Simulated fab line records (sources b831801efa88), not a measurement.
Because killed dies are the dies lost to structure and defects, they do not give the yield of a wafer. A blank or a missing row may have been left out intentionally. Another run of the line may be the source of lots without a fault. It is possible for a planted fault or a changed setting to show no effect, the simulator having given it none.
Commonality check across tools ; flow sky130 ; Sample size 11 lots and 33 wafers

== THE REASON FOR OPENING IT ==
SKY_FIELD_ISO_THK_MEAS_04, reading FIELD_ISO_CVD_03_THK: flagged on 1 of 11 lots. Fault-free wafers read 163.8 nm, with a standard deviation of 1.3.
Rule: flag the lot when none of its wafers has a number, or when each of its wafers that has one lies beyond 4 standard deviations from that mean. All remaining lots are regarded as sound.

lot;measured;on;FIELD_ISO_CVD_03_THK (nm), wafer by wafer;flag
L501;day 1 13:29;film metro-03;165.1 164.7 165.6;
L502;day 1 19:08;film metro-02;165.9 167.1 164.2;
L503;day 2 00:31;film metro-02;173.6 173.2 173.1;FLAGGED
L517;day 5 00:13;film metro-03;162.4 164.4 164.6;
L518;day 5 04:58;film metro-02;160.8 161.5 161.2;
L519;day 5 07:29;film metro-04;163.9 161.7 162.4;
L520;day 5 15:07;film metro-02;165.5 164.7 164.5;
L521;day 5 19:09;film metro-04;165.5 164.5 165.2;
L522;day 5 23:28;film metro-03;163.7 163.3 162.9;
L523;day 6 04:46;film metro-02;164.2 164.4 163.4;
L524;day 6 11:22;film metro-03;163.9 164.4 163.2;
The numbers of the flagged lots are 173.3 nm on average: +9.5 nm against the usual, or +7 standard deviations.

== LOT BY LOT: THE TOOL USED ==
The record keeps 1 process step preceding the reading, out of 708 steps on the route. In each cell: the tool, then ch and the chambers that the sampled wafers went through, then the start.
lot;flag;SKY_FIELD_ISO_CVD_03
L501;;lpcvd-02 ch 0, day 1 11:41
L502;;lpcvd-02 ch 0, day 1 17:20
L503;FLAGGED;lpcvd-02 ch 1, day 1 22:44
L517;;lpcvd-02 ch 0, day 4 21:32
L518;;lpcvd-02 ch 0, day 5 02:15
L519;;lpcvd-02 ch 1, day 5 05:41
L520;;lpcvd-02 ch 1, day 5 13:19
L521;;lpcvd-02 ch 0, day 5 17:22
L522;;lpcvd-02 ch 1, day 5 21:41
L523;;lpcvd-02 ch 0, day 6 02:58
L524;;lpcvd-02 ch 1, day 6 09:34
What the steps here do:
- SKY_FIELD_ISO_CVD_03: deposits Si3N4 from DCS/NH3, target thk 165 nm, time 2830 s.
- SKY_FIELD_ISO_THK_MEAS_04

== FLAGGED AGAINST TOTAL, ONE TOOL AT A TIME (gauges that did the reading follow at the end) ==
step;tool;lots run;flagged;share of the flagged lots;sound lots run after its first flagged lot
SKY_FIELD_ISO_CVD_03;lpcvd-02;11;1;all;8 (L517,L518,L519,L520,L521,L522,L523,L524)
SKY_FIELD_ISO_THK_MEAS_04;film metro-02;5;1;all;3 (L518,L520,L523)
SKY_FIELD_ISO_THK_MEAS_04;film metro-03;4;0;none;-
SKY_FIELD_ISO_THK_MEAS_04;film metro-04;2;0;none;-

== WHAT IS ALLOWED BY THE TABLE ==
2 rows of the table ran every flagged lot: lpcvd-02 at SKY_FIELD_ISO_CVD_03, film metro-02 at SKY_FIELD_ISO_THK_MEAS_04.
- lpcvd-02 at SKY_FIELD_ISO_CVD_03 ran 11 lots, 1 of them flagged. Sound lots followed the first flagged one (L517, L518, L519, L520, L521, L522, L523, L524) on it, something a lasting fault affecting the whole tool could not allow. Its own readings (pressure mtorr) fall more than 4 standard deviations out on all wafers of the flagged lots.
- film metro-02 at SKY_FIELD_ISO_THK_MEAS_04 ran 5 lots, 1 of them flagged. Sound lots followed the first flagged one (L518, L520, L523) on it, something a lasting fault affecting the whole tool could not allow.
No row of the table ran every flagged lot and no sound lot after the first.

== WHAT THE SIMULATOR HAD INSERTED ==
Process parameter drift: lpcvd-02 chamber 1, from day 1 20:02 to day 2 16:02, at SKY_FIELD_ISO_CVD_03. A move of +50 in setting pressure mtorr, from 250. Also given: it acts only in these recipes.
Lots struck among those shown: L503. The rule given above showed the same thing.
